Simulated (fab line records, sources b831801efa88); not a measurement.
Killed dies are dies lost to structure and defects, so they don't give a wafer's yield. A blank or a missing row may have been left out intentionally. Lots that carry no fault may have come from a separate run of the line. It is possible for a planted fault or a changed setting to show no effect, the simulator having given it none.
fab line records    flow sfq-line    part 1 of 2: steps 1 to 29 of 40
record: lots: 5  wafers: 15  last-day: 92
route steps=325 shown I1@76 M2@88 I2@103
lots with no fault: from the same line, run without faults
start-h: hours from the record's first day to the start of the lot's first wafer shown    wait-h: hours since the lot's step before    " as in the row above    L1.1+2: one row covering several wafers at once    - no value, or no start given    * or withheld: withheld    < > ~ a bound
route shown NAME@n: NAME is a module with steps in the file, n the number in the route of the first one    usual: the fault-free wafers' mean and standard deviation    same: alike in all rows    chamber/n: place in a boat    sites: each site's reading    _std_site: the values' standard deviation    _edge_site: inner sites' mean taken away from outer sites' mean    radius-mm: how far each site lies from the wafer's centre    mask NAME#n: copy n    behind: tool/chamber where the wafer was last shaped    hold: why the lot was held/for how many hours/how that ended    device: whichever transistor did not switch (one of n, p or np)    end of line: tests of these same wafers at the route's end    a step given without rows: its recipe and nothing more    killed: not the wafer's yield, but the dies lost to structure and defects at the first sort    map: the dies of a wafer, with x for killed, . for not killed, _ for no die there
set.NAME: setting as actually run; set.NAME@STEP: the setting as run at that earlier step    model.NAME: the simulator's own value behind a step, which no gauge read
lots at selected steps of the route; one table per step, one row per wafer
services: when a tool's chamber went out of use (start-h, in hours from the record's first day, below 0 if earlier), for how many hours, and the reason
== steps ==
step: SFQ_TRILAYER_I1_METRO_MEASURE_047
usual: thk-nm: 199.4/1
lot.wafer  tool           chamber  start-h  wait-h  thk-nm
L076.2     film-metro-03  -        439.43   0.3     198.5
L076.5     "              -        "        "       198.3
L076.6     "              -        "        "       198.7
L081.3     film-metro-04  -        501.77   0.5     198.2
L081.5     "              -        "        "       199.4
L081.6     "              -        "        "       198.0
L085.2     film-metro-03  -        539.10   0.3     199.2
L085.5     "              -        "        "       198.7
L085.6     "              -        "        "       198.2
L091.3     film-metro-02  -        593.84   0.5     198.2
L091.4     "              -        "        "       198.7
L091.6     "              -        "        "       198.6
L094.1     film-metro-03  -        774.07   0.1     198.6
L094.2     "              -        "        "       198.2
L094.5     "              -        "        "       198.1
step: SFQ_TRILAYER_I1_VIA_LITHO_COAT_054
recipe: resist: BARC  spin-rpm: 3000  resist-thk-nm: 62
lot.wafer   tool            chamber  start-h  wait-h
L076.2+5+6  litho-track-03  0        440.48   0.8
L081.3+5+6  litho-track-04  0        502.67   0.7
L085.2+5+6  litho-track-01  0        540.15   0.8
L091.3+4+6  litho-track-04  0        594.74   0.7
L094.1+2+5  litho-track-01  0        775.27   1.0
step: SFQ_TRILAYER_I1_VIA_LITHO_COAT_049
recipe: resist: KrF  spin-rpm: 3000  resist-thk-nm: 650
lot.wafer   tool            chamber  start-h  wait-h
L076.2+5+6  litho-track-03  0        440.78   0.2
L081.3+5+6  litho-track-04  0        502.97   0.2
L085.2+5+6  litho-track-01  0        540.45   0.2
L091.3+4+6  litho-track-04  0        595.04   0.2
L094.1+2+5  litho-track-01  0        775.57   0.2
step: SFQ_TRILAYER_I1_VIA_LITHO_SOFTBAKE_053
recipe: temp-c: withheld  time-s: withheld  resist: KrF
lot.wafer   tool            chamber  start-h  wait-h
L076.2+5+6  litho-track-03  0        441.06   0.2
L081.3+5+6  litho-track-04  0        503.22   0.2
L085.2+5+6  litho-track-01  0        540.73   0.2
L091.3+4+6  litho-track-04  0        595.29   0.2
L094.1+2+5  litho-track-01  0        775.87   0.2
step: SFQ_TRILAYER_I1_VIA_LITHO_EXPOSE_050
recipe: mask-id: I1  na: 0.6  source-shape: conventional  sigma-outer: 0.65  target-cd-nm: 500  dose-mj: 21.3
usual: stage-vel-mm-s: 500.00/0.26
lot.wafer  tool            chamber  start-h  wait-h  mask  stage-vel-mm-s
L076.2     krf-scanner-01  0        599.53   -       I1#0  500.10
L076.5     "               0        "        "       I1#0  500.26
L076.6     "               0        "        "       I1#0  500.06
L081.3     krf-scanner-01  0        658.78   -       I1#0  499.81
L081.5     "               0        "        "       I1#0  500.05
L081.6     "               0        "        "       I1#0  500.29
L085.2     krf-scanner-02  0        693.51   -       I1#0  499.61
L085.5     "               0        "        "       I1#0  500.17
L085.6     "               0        "        "       I1#0  499.89
L091.3     krf-scanner-01  0        747.18   -       I1#0  499.78
L091.4     "               0        "        "       I1#0  499.80
L091.6     "               0        "        "       I1#0  500.42
L094.1     krf-scanner-01  0        928.45   -       I1#0  499.96
L094.2     "               0        "        "       I1#0  499.77
L094.5     "               0        "        "       I1#0  499.73
step: SFQ_TRILAYER_I1_VIA_LITHO_PEB_052
recipe: peb-temp-c: 115  peb-time-s: 60  resist: KrF
lot.wafer   tool            chamber  start-h  wait-h
L076.2+5+6  litho-track-03  0        600.56   0.8
L081.3+5+6  litho-track-04  0        659.63   0.7
L085.2+5+6  litho-track-03  0        694.53   0.8
L091.3+4+6  litho-track-04  0        748.03   0.7
L094.1+2+5  litho-track-03  0        929.65   1.0
step: SFQ_TRILAYER_I1_VIA_LITHO_DEVELOP_051
recipe: time-s: 60  resist: KrF
lot.wafer   tool            chamber  start-h  wait-h
L076.2+5+6  litho-track-03  0        600.71   0.1
L081.3+5+6  litho-track-04  0        659.78   0.1
L085.2+5+6  litho-track-03  0        694.68   0.1
L091.3+4+6  litho-track-04  0        748.18   0.1
L094.1+2+5  litho-track-03  0        929.80   0.1
step: SFQ_I1_OVL_MEAS_913
usual: I1_OVL: 3/5.3
lot.wafer  tool        chamber  start-h  wait-h  I1_OVL[nm]
L076.2     overlay-02  -        600.84   0.1     -5
L076.5     "           -        "        "       3
L076.6     "           -        "        "       -11
L081.3     overlay-01  -        659.90   0.1     2
L081.5     "           -        "        "       3
L081.6     "           -        "        "       -3
L085.2     overlay-01  -        694.81   0.1     8
L085.5     "           -        "        "       7
L085.6     "           -        "        "       14
L091.3     overlay-02  -        748.29   0.1     3
L091.4     "           -        "        "       11
L091.6     "           -        "        "       5
L094.1     overlay-02  -        929.95   0.1     -3
L094.2     "           -        "        "       -8
L094.5     "           -        "        "       1
step: SFQ_TRILAYER_I1_VIA_BARC_OPEN_VIA_ETCH_071
recipe: mask-material: PR  chemistry: O2  target-depth-nm: 125  target: BARC  source-w: 500  bias-w: 80  pressure-mtorr: 30  time-s: 41.7
usual: drypump-motor-current-A: 5.4/0.36  oes-product-au: 0.685/0.005
lot.wafer  tool         chamber  start-h  wait-h  drypump-motor-current-A  oes-product-au  rf-hours-counter-h
L076.2     rie-diel-03  1        600.87   0.0     4.8                      0.690           6
L076.5     "            0        "        "       5.3                      0.682           -
L076.6     "            3        "        "       5.5                      0.677           -
L081.3     rie-diel-01  3        659.92   0.0     4.8                      0.684           1
L081.5     "            3        "        "       4.8                      0.686           -
L081.6     "            0        "        "       5.9                      0.683           -
L085.2     rie-diel-01  2        694.84   0.0     5.7                      0.691           11
L085.5     "            2        "        "       5.6                      0.683           -
L085.6     "            3        "        "       4.8                      0.677           -
L091.3     rie-diel-01  0        748.31   0.0     5.9                      0.687           13
L091.4     "            3        "        "       4.8                      0.681           -
L091.6     "            2        "        "       5.7                      0.676           -
L094.1     rie-diel-03  0        929.99   0.0     5.3                      0.683           2
L094.2     "            3        "        "       5.5                      0.680           1
L094.5     "            0        "        "       5.3                      0.684           -
step: SFQ_TRILAYER_I1_VIA_ETCH_VIA_ETCH_052
recipe: target: SiO2  stop-on: Nb  mask-material: PR  taper-deg: 20  chemistry: CHF3  target-depth-nm: 260  source-w: 500  bias-w: 80  pressure-mtorr: 30  time-s: withheld
usual: drypump-motor-current-A: 5.4/0.36  oes-product-au: 0.853/0.0048
lot.wafer  tool         chamber  start-h  wait-h  drypump-motor-current-A  oes-product-au
L076.2     rie-diel-03  1        600.91   0.0     4.8                      0.847
L076.5     "            0        "        "       5.3                      0.859
L076.6     "            3        "        "       5.5                      0.849
L081.3     rie-diel-01  3        659.96   0.0     4.8                      0.855
L081.5     "            3        "        "       4.9                      0.852
L081.6     "            0        "        "       5.9                      0.847
L085.2     rie-diel-01  2        694.88   0.0     5.7                      0.859
L085.5     "            2        "        "       5.7                      0.852
L085.6     "            3        "        "       4.8                      0.847
L091.3     rie-diel-01  0        748.35   0.0     5.9                      0.854
L091.4     "            3        "        "       4.8                      0.852
L091.6     "            2        "        "       5.7                      0.843
L094.1     rie-diel-03  0        930.03   0.0     5.3                      0.847
L094.2     "            3        "        "       5.5                      0.852
L094.5     "            0        "        "       5.3                      0.843
step: SFQ_TRILAYER_I1_VIA_STRIP_STRIP_053
recipe: gas: O2  power-w: 200  platen-temp-c: 40  overash-fraction: 0.65  chemistry: O2  pressure-mtorr: 50
usual: drypump-motor-current-A: 5.6/0.4  oes-product-au: 1.006/0.011
lot.wafer  tool          chamber  start-h  wait-h  drypump-motor-current-A  oes-product-au  rf-hours-counter-h
L076.2     rie-metal-04  0        601.02   -       5.4                      1.022           3
L076.5     "             0        "        "       5.4                      1.021           -
L076.6     "             1        "        "       5.5                      1.003           -
L081.3     rie-metal-02  1        660.27   -       6.3                      0.996           -
L081.5     "             1        "        "       6.3                      1.009           -
L081.6     "             0        "        "       5.5                      1.000           -
L085.2     rie-metal-03  0        695.00   -       5.9                      1.009           115
L085.5     "             1        "        "       5.2                      0.995           -
L085.6     "             0        "        "       6.0                      1.010           -
L091.3     rie-metal-02  1        748.67   -       6.3                      1.011           -
L091.4     "             0        "        "       5.5                      0.989           -
L091.6     "             1        "        "       6.3                      0.999           -
L094.1     rie-metal-03  1        930.14   -       5.1                      0.996           130
L094.2     "             1        "        "       5.2                      0.996           -
L094.5     "             1        "        "       5.1                      0.994           -
step: SFQ_TRILAYER_I1_VIA_STRIP_SOLV_CLEAN_054
recipe: chemistry: NMP  temp-c: 70  time-s: 600
lot.wafer   tool          chamber  start-h  wait-h
L076.2+5+6  wet-bench-03  5,4,6    601.62   0.4
L081.3+5+6  wet-bench-03  5,7,4    660.67   0.2
L085.2+5+6  wet-bench-01  1,3,2    695.60   0.4
L091.3+4+6  wet-bench-03  3,7,6    749.07   0.2
L094.1+2+5  wet-bench-01  2,7,4    931.34   1.0
step: SFQ_TRILAYER_M2_DEP_PRE_CLEAN_056
recipe: gas: Ar  time-s: 22.5  bias-v: 250
lot.wafer   tool            chamber  start-h  wait-h
L076.2+5+6  pvd-sputter-03  -        601.80   0.0
L081.3+5+6  pvd-sputter-03  -        660.86   0.0
L085.2+5+6  pvd-sputter-03  -        695.77   0.0
L091.3+4+6  pvd-sputter-03  -        749.24   0.0
L094.1+2+5  pvd-sputter-06  -        931.51   0.0
step: SFQ_TRILAYER_M2_DEP_SPUTTER_055
recipe: material: Nb  base-pressure-pa: 1.33e-06  chamber-pressure-pa: 0.1333  substrate-temp-c: 20  resputter-cathode-voltage-v: 400  target-thk-nm: 200  power-w: 2000  time-s: 133.3
usual: chamber-pressure-pa: 0.13329/0.00026  throttle-valve-pct: 29.9/1
lot.wafer  tool            chamber  start-h  wait-h  chamber-pressure-pa  throttle-valve-pct
L076.2     pvd-sputter-03  -        601.83   0.0     0.13329              28.1
L076.5     "               -        "        "       0.13323              29.9
L076.6     "               -        "        "       0.13329              29.9
L081.3     pvd-sputter-03  -        660.89   0.0     0.13299              29.3
L081.5     "               -        "        "       0.13307              28.4
L081.6     "               -        "        "       0.13309              29.4
L085.2     pvd-sputter-03  -        695.80   0.0     0.13362              29.7
L085.5     "               -        "        "       0.1333               30.5
L085.6     "               -        "        "       0.13337              28.0
L091.3     pvd-sputter-03  -        749.27   0.0     0.13295              29.7
L091.4     "               -        "        "       0.13361              28.2
L091.6     "               -        "        "       0.13344              29.5
L094.1     pvd-sputter-06  -        931.54   0.0     0.13328              31.3
L094.2     "               -        "        "       0.1333               29.6
L094.5     "               -        "        "       0.13347              30.1
step: SFQ_M2_RS_MEAS_914
recipe: thk-meas-gauge: four-point-probe  reads: Nb_of_TRILAYER_M2_DEP_SPUTTER_055
usual: M2_NB_RS: 0.893/0.0095
lot.wafer  tool           chamber  start-h  wait-h  M2_NB_RS[ohm/sq]
L076.2     film-metro-03  -        601.94   0.1     0.899
L076.5     "              -        "        "       0.887
L076.6     "              -        "        "       0.902
L081.3     film-metro-03  -        661.02   0.1     0.890
L081.5     "              -        "        "       0.895
L081.6     "              -        "        "       0.894
L085.2     film-metro-04  -        695.91   0.1     0.887
L085.5     "              -        "        "       0.897
L085.6     "              -        "        "       0.897
L091.3     film-metro-03  -        749.40   0.1     0.892
L091.4     "              -        "        "       0.903
L091.6     "              -        "        "       0.891
L094.1     film-metro-04  -        931.63   0.0     0.897
L094.2     "              -        "        "       0.887
L094.5     "              -        "        "       0.904
step: SFQ_TRILAYER_M2_LITHO_COAT_062
recipe: resist: BARC  spin-rpm: 3000  resist-thk-nm: 62
lot.wafer   tool            chamber  start-h  wait-h
L076.2+5+6  litho-track-04  0        602.15   0.1
L081.3+5+6  litho-track-02  0        661.26   0.1
L085.2+5+6  litho-track-02  0        696.12   0.1
L091.3+4+6  litho-track-03  0        749.64   0.1
L094.1+2+5  litho-track-03  0        931.81   0.1
step: SFQ_TRILAYER_M2_LITHO_COAT_057
recipe: resist: KrF  spin-rpm: 3000  resist-thk-nm: 600
lot.wafer   tool            chamber  start-h  wait-h
L076.2+5+6  litho-track-04  0        602.45   0.2
L081.3+5+6  litho-track-02  0        661.56   0.2
L085.2+5+6  litho-track-02  0        696.42   0.2
L091.3+4+6  litho-track-03  0        749.94   0.2
L094.1+2+5  litho-track-03  0        932.11   0.2
step: SFQ_TRILAYER_M2_LITHO_SOFTBAKE_061
recipe: temp-c: withheld  time-s: withheld  resist: KrF
lot.wafer   tool            chamber  start-h  wait-h
L076.2+5+6  litho-track-04  0        602.72   0.2
L081.3+5+6  litho-track-02  0        661.81   0.2
L085.2+5+6  litho-track-02  0        696.70   0.2
L091.3+4+6  litho-track-03  0        750.19   0.2
L094.1+2+5  litho-track-03  0        932.41   0.2
step: SFQ_TRILAYER_M2_LITHO_EXPOSE_058
recipe: mask-id: M2  na: 0.6  source-shape: conventional  sigma-outer: 0.65  target-cd-nm: 500  dose-mj: 14.4
usual: stage-vel-mm-s: 500.05/0.27
lot.wafer  tool            chamber  start-h  wait-h  mask  stage-vel-mm-s
L076.2     krf-scanner-01  0        756.58   -       M2#0  499.90
L076.5     "               0        "        "       M2#0  499.59
L076.6     "               0        "        "       M2#0  500.24
L081.3     krf-scanner-01  0        813.43   -       M2#0  500.24
L081.5     "               0        "        "       M2#0  500.14
L081.6     "               0        "        "       M2#0  499.65
L085.2     krf-scanner-02  0        854.15   -       M2#0  500.24
L085.5     "               0        "        "       M2#0  500.14
L085.6     "               0        "        "       M2#0  500.08
L091.3     krf-scanner-01  0        909.65   -       M2#0  500.07
L091.4     "               0        "        "       M2#0  499.95
L091.6     "               0        "        "       M2#0  500.23
L094.1     krf-scanner-01  0        1070.55  -       M2#0  500.17
L094.2     "               0        "        "       M2#0  499.94
L094.5     "               0        "        "       M2#0  499.99
step: SFQ_TRILAYER_M2_LITHO_PEB_060
recipe: peb-temp-c: 115  peb-time-s: 60  resist: KrF
lot.wafer   tool            chamber  start-h  wait-h
L076.2+5+6  litho-track-03  0        757.60   0.8
L081.3+5+6  litho-track-02  0        814.28   0.7
L085.2+5+6  litho-track-04  0        855.18   0.8
L091.3+4+6  litho-track-04  0        910.50   0.7
L094.1+2+5  litho-track-02  0        1071.75  1.0
step: SFQ_TRILAYER_M2_LITHO_DEVELOP_059
recipe: time-s: 60  resist: KrF
lot.wafer   tool            chamber  start-h  wait-h
L076.2+5+6  litho-track-03  0        757.75   0.1
L081.3+5+6  litho-track-02  0        814.43   0.1
L085.2+5+6  litho-track-04  0        855.33   0.1
L091.3+4+6  litho-track-04  0        910.65   0.1
L094.1+2+5  litho-track-02  0        1071.90  0.1
step: SFQ_M2_OVL_MEAS_916
usual: M2_OVL: 0/4.9
lot.wafer  tool        chamber  start-h  wait-h  M2_OVL[nm]
L076.2     overlay-02  -        757.88   0.1     -1
L076.5     "           -        "        "       -7
L076.6     "           -        "        "       0
L081.3     overlay-01  -        814.54   0.1     -10
L081.5     "           -        "        "       -7
L081.6     "           -        "        "       -8
L085.2     overlay-01  -        855.46   0.1     4
L085.5     "           -        "        "       8
L085.6     "           -        "        "       7
L091.3     overlay-02  -        910.76   0.1     9
L091.4     "           -        "        "       11
L091.6     "           -        "        "       6
L094.1     overlay-01  -        1072.05  0.1     2
L094.2     "           -        "        "       0
L094.5     "           -        "        "       -5
step: SFQ_TRILAYER_M2_BARC_OPEN_METAL_ETCH_077
recipe: mask-material: PR  chemistry: O2  target-depth-nm: 125  target: BARC  icp-w: 600  bias-w: 80  pressure-mtorr: 10  time-s: 41.7
usual: drypump-motor-current-A: 5.7/0.41  oes-product-au: 0.685/0.0045
lot.wafer  tool          chamber  start-h  wait-h  drypump-motor-current-A  oes-product-au  rf-hours-counter-h
L076.2     rie-metal-03  0        757.91   0.0     6.0                      0.685           124
L076.5     "             1        "        "       5.2                      0.684           -
L076.6     "             0        "        "       5.9                      0.680           -
L081.3     rie-metal-01  0        814.58   0.0     5.3                      0.682           -
L081.5     "             0        "        "       5.3                      0.675           -
L081.6     "             1        "        "       6.0                      0.684           -
L085.2     rie-metal-01  1        855.49   0.0     6.0                      0.693           84
L085.5     "             1        "        "       6.0                      0.691           -
L085.6     "             0        "        "       5.2                      0.676           -
L091.3     rie-metal-03  1        910.81   0.0     5.2                      0.691           -
L091.4     "             0        "        "       5.9                      0.689           -
L091.6     "             1        "        "       5.2                      0.671           -
L094.1     rie-metal-03  0        1072.09  0.0     6.0                      0.690           12
L094.2     "             1        "        "       5.2                      0.677           4
L094.5     "             0        "        "       6.0                      0.687           -
step: SFQ_TRILAYER_M2_ETCH_METAL_ETCH_060
recipe: target: Nb  stop-on: SiO2  mask-material: PR  chemistry: Cl2/Ar  target-depth-nm: 240  icp-w: 600  bias-w: 80  pressure-mtorr: 10  time-s: 120
usual: drypump-motor-current-A: 5.7/0.41  oes-product-au: 0.894/0.0071
lot.wafer  tool          chamber  start-h  wait-h  drypump-motor-current-A  oes-product-au  rf-hours-counter-h
L076.2     rie-metal-03  0        757.97   0.0     5.9                      0.888           124
L076.5     "             1        "        "       5.2                      0.900           -
L076.6     "             0        "        "       6.0                      0.882           -
L081.3     rie-metal-01  0        814.67   0.1     5.3                      0.898           -
L081.5     "             0        "        "       5.3                      0.889           -
L081.6     "             1        "        "       6.0                      0.889           -
L085.2     rie-metal-01  1        855.55   0.0     6.0                      0.897           84
L085.5     "             1        "        "       6.0                      0.884           -
L085.6     "             0        "        "       5.3                      0.898           -
L091.3     rie-metal-03  1        910.89   0.1     5.2                      0.892           -
L091.4     "             0        "        "       5.9                      0.889           -
L091.6     "             1        "        "       5.2                      0.891           -
L094.1     rie-metal-03  0        1072.15  0.0     5.9                      0.889           12
L094.2     "             1        "        "       5.2                      0.890           4
L094.5     "             0        "        "       5.9                      0.893           -
step: SFQ_TRILAYER_M2_STRIP_STRIP_061
recipe: gas: O2  power-w: 200  platen-temp-c: 40  overash-fraction: 0.65  chemistry: O2  pressure-mtorr: 50
usual: drypump-motor-current-A: 5.7/0.41  oes-product-au: 0.999/0.015
lot.wafer  tool          chamber  start-h  wait-h  drypump-motor-current-A  oes-product-au  rf-hours-counter-h
L076.2     rie-metal-03  0        758.10   0.1     5.9                      1.020           124
L076.5     "             1        "        "       5.1                      1.001           -
L076.6     "             0        "        "       5.9                      1.023           -
L081.3     rie-metal-01  0        814.95   0.2     5.3                      0.992           -
L081.5     "             0        "        "       5.3                      0.991           -
L081.6     "             1        "        "       6.0                      0.997           -
L085.2     rie-metal-01  1        855.67   0.1     6.0                      0.983           84
L085.5     "             1        "        "       6.0                      0.985           -
L085.6     "             0        "        "       5.3                      0.988           -
L091.3     rie-metal-03  1        911.17   0.2     5.2                      0.997           -
L091.4     "             0        "        "       5.9                      1.022           -
L091.6     "             1        "        "       5.1                      1.004           -
L094.1     rie-metal-03  0        1072.27  0.1     5.9                      1.026           12
L094.2     "             1        "        "       5.1                      0.985           5
L094.5     "             0        "        "       5.9                      1.024           -
step: SFQ_TRILAYER_M2_STRIP_SOLV_CLEAN_062
recipe: chemistry: NMP  temp-c: 70  time-s: 600
lot.wafer   tool          chamber  start-h  wait-h
L076.2+5+6  wet-bench-01  7,0,2    758.70   0.4
L081.3+5+6  wet-bench-01  4,2,6    815.35   0.2
L085.2+5+6  wet-bench-03  2,3,1    856.27   0.4
L091.3+4+6  wet-bench-01  3,7,4    911.57   0.2
L094.1+2+5  wet-bench-01  7,2,5    1072.87  0.4
step: SFQ_TRILAYER_I2_DEP_PECVD_063
recipe: material: SiO2  temp-c: 150  time-s: 111.11  pressure-torr: 2.4  rf-w: 183.3  precursor: SiH4/N2O  target-thk-nm: 500
usual: heater-power-w: 79/14  susceptor-temp-C: 150.00/0.15  throttle-valve-pct: 24.0/0.9
lot.wafer  tool      chamber  start-h  wait-h  heater-power-w  susceptor-temp-C  throttle-valve-pct
L076.2     pecvd-03  0        758.87   0.0     91              149.77            24.1
L076.5     "         1        "        "       92              149.89            24.3
L076.6     "         2        "        "       87              149.80            25.4
L081.3     pecvd-04  1        815.52   0.0     86              150.06            23.3
L081.5     "         2        "        "       67              150.03            23.0
L081.6     "         1        "        "       85              149.69            23.1
L085.2     pecvd-04  1        856.45   0.0     86              149.87            23.5
L085.5     "         0        "        "       55              150.04            24.6
L085.6     "         2        "        "       72              150.06            23.2
L091.3     pecvd-04  2        911.76   0.0     73              150.00            23.3
L091.4     "         0        "        "       64              150.17            25.0
L091.6     "         2        "        "       74              150.02            23.4
L094.1     pecvd-04  0        1073.05  0.0     60              149.84            26.1
L094.2     "         2        "        "       62              150.13            23.3
L094.5     "         0        "        "       61              149.95            26.0
step: SFQ_TRILAYER_I2_CMP_CMP_064
recipe: material: SiO2  down-force-psi: 3  platen-rpm: 60  pad-velocity-m-s: 0.94248
usual: motor-current-A: 10.2/0.62  time-to-endpoint-s: 207/8.2
lot.wafer  tool    chamber  start-h  wait-h  motor-current-A  time-to-endpoint-s
L076.2     cmp-02  1        760.45   1.5     9.4              204
L076.6     "       2        "        "       9.8              208
L076.5     "       3        "        "       11.2             219
L081.3     cmp-02  2        816.86   1.3     9.7              191
L081.6     "       2        818.86   3.3     9.8              188
L081.5     "       3        "        "       11.0             202
L085.2     cmp-02  1        869.14   12.6    9.6              200
L085.6     "       2        "        "       10.2             202
L085.5     "       3        "        "       10.7             221
L091.4     cmp-02  3        932.11   20.3    11.1             210
L091.3     "       0        "        "       10.2             198
L091.6     "       1        "        "       9.6              200
L094.1     cmp-01  3        1073.12  0.0     10.0             208
L094.2     "       1        1074.12  1.0     9.8              193
L094.5     "       3        1075.12  2.0     9.6              205
step: SFQ_I2_BOW_MEAS_917
recipe: mode: bow
usual: I2_BOW: 3/7.4
lot.wafer  tool           chamber  start-h  wait-h  I2_BOW[um]
L076.2     film-metro-01  -        761.97   1.0     8
L076.5     "              -        "        "       -7
L076.6     "              -        "        "       -7
L081.3     film-metro-02  -        819.90   2.5     -9
L081.5     "              -        "        "       -5
L081.6     "              -        "        "       -4
L085.2     film-metro-01  -        870.66   1.0     7
L085.5     "              -        "        "       3
L085.6     "              -        "        "       13
L091.3     film-metro-04  -        934.15   1.0     3
L091.4     "              -        "        "       5
L091.6     "              -        "        "       -3
L094.1     film-metro-02  -        1076.12  2.5     -1
L094.2     "              -        "        "       12
L094.5     "              -        "        "       6
